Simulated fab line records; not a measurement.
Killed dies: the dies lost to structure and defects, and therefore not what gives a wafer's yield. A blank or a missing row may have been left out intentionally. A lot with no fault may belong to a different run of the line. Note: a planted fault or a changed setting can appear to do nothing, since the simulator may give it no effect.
What tool caused it? | flow sky130 | 24 lots with 72 wafers sampled at 2 steps, on a route of 708 steps

WHAT THE GAUGES SHOWED, per wafer
SKY_SPACER_THK_MEAS_01.
lot  | measured     | on            | SPACER_CVD_00_THK (nm)
L074 | day 22 08:41 | film-metro-01 | 43.7 43.7 43.6
L075 | day 23 01:28 | film-metro-01 | 43.3 42.9 43.3
L076 | day 23 09:53 | film-metro-04 | 43.2 43.0 43.2
L077 | day 24 01:19 | film-metro-04 | 43.9 43.3 43.7
L078 | day 24 10:29 | film-metro-03 | 43.1 42.7 42.9
L079 | day 24 13:02 | film-metro-03 | 43.4 43.4 43.4
L080 | day 24 22:04 | film-metro-03 | 44.0 43.8 43.6
L081 | day 25 07:04 | film-metro-01 | 43.8 43.7 43.7
L082 | day 25 17:07 | film-metro-01 | 43.6 43.6 43.2
L083 | day 26 05:55 | film-metro-04 | 43.2 43.4 43.1
L084 | day 26 11:14 | film-metro-03 | 43.0 43.2 43.3
L085 | day 26 20:31 | film-metro-01 | 43.6 43.1 43.1
L086 | day 27 07:02 | film-metro-01 | 43.2 43.7 43.4
L087 | day 27 12:53 | film-metro-03 | 43.6 43.8 43.8
L088 | day 28 01:34 | film-metro-03 | 42.9 42.9 43.2
L089 | day 28 10:30 | film-metro-03 | 43.2 43.7 43.5
L090 | day 28 12:45 | film-metro-04 | 43.3 43.4 43.5
L091 | day 28 19:49 | film-metro-01 | 43.1 43.0 43.2
L092 | day 28 22:40 | film-metro-03 | 43.3 43.4 43.9
L093 | day 29 12:52 | film-metro-03 | 42.8 42.5 42.8
L094 | day 30 00:10 | film-metro-04 | 43.5 43.3 43.4
L095 | day 30 05:14 | film-metro-04 | 42.8 43.4 43.2
L096 | day 30 17:10 | film-metro-03 | 42.8 42.7 43.0
L097 | day 30 19:25 | film-metro-03 | 42.8 42.6 43.0

SKY_SD_N_RS_MEAS_18: the measuring method here is four-point-probe.
lot  | measured     | on            | RES_XHIGH_RS (ohm/sq)
L074 | day 27 06:20 | film-metro-03 | 334.2 333.3 335.9
L075 | day 27 22:16 | film-metro-02 | 331.9 332.4 332.6
L076 | day 28 08:08 | film-metro-03 | 332.6 332.3 332.6
L077 | day 28 22:11 | film-metro-04 | 331.2 333.0 332.8
L078 | day 29 06:19 | film-metro-02 | 333.3 333.6 335.2
L079 | day 29 09:47 | film-metro-04 | 332.8 333.8 333.2
L080 | day 29 16:58 | film-metro-04 | 331.2 332.7 333.1
L081 | day 30 03:17 | film-metro-02 | 334.5 334.3 333.2
L082 | day 30 12:26 | film-metro-02 | 331.9 331.5 332.6
L083 | day 30 23:59 | film-metro-02 | 335.0 336.8 338.2
L084 | day 31 05:19 | film-metro-04 | 331.8 332.3 330.5
L085 | day 31 15:38 | film-metro-02 | 334.5 335.4 335.8
L086 | day 32 01:04 | film-metro-03 | 332.3 332.1 332.5
L087 | day 32 06:59 | film-metro-04 | 333.5 334.0 333.2
L088 | day 32 20:03 | film-metro-03 | 332.3 333.4 332.7
L089 | day 33 03:58 | film-metro-04 | 333.1 332.3 333.6
L090 | day 33 07:56 | film-metro-03 | 333.1 334.1 333.4
L091 | day 33 13:17 | film-metro-03 | 331.7 332.0 332.2
L092 | day 33 16:50 | film-metro-02 | 333.3 333.1 331.9
L093 | day 34 05:01 | film-metro-02 | 333.1 333.6 333.1
L094 | day 34 15:20 | film-metro-02 | 331.5 331.2 331.1
L095 | day 34 21:20 | film-metro-04 | 331.9 331.2 332.6
L096 | day 35 07:56 | film-metro-03 | 334.4 334.1 333.1
L097 | day 35 11:28 | film-metro-03 | 333.0 333.1 331.9

WHICH TOOL RAN EACH LOT (tool, then ch and the chambers of the sampled wafers, then the start)
Record: no process step prior to these readings.

WHAT THE TOOLS THEMSELVES READ (means of the sampled wafers that have a number; where no wafer has one, the mark that the record gives instead)
The record holds no such reading with a usual standard deviation.

THE ANSWER, worked out from the rows above alone
Rule: the lots themselves supply what counts as usual. The widest of any qualifying gaps counts: lots, ordered by their means at a reading, are off when they make up no more than a third of the lots, leave a main group of 4 or more, and stand apart from it by 3 or more times the standard deviation of that group's means. A main group whose means are all the same, to the digits that the tables above print for the reading, isn't used. A lot without any number at a reading at which 4 lots or more have one is off too. All remaining lots with rows at the step are treated as sound. After the gauges, taken in route order, come the tools' own readings; for these a lot's mean is taken, as printed above. The first step at which some lot is off is used, and at that step the reading that is off furthest; a lot without a number counts as furthest.
Across all readings shown, no lot is off: no conclusion can be drawn from this.

WHAT THE SIMULATOR HAD PUT IN
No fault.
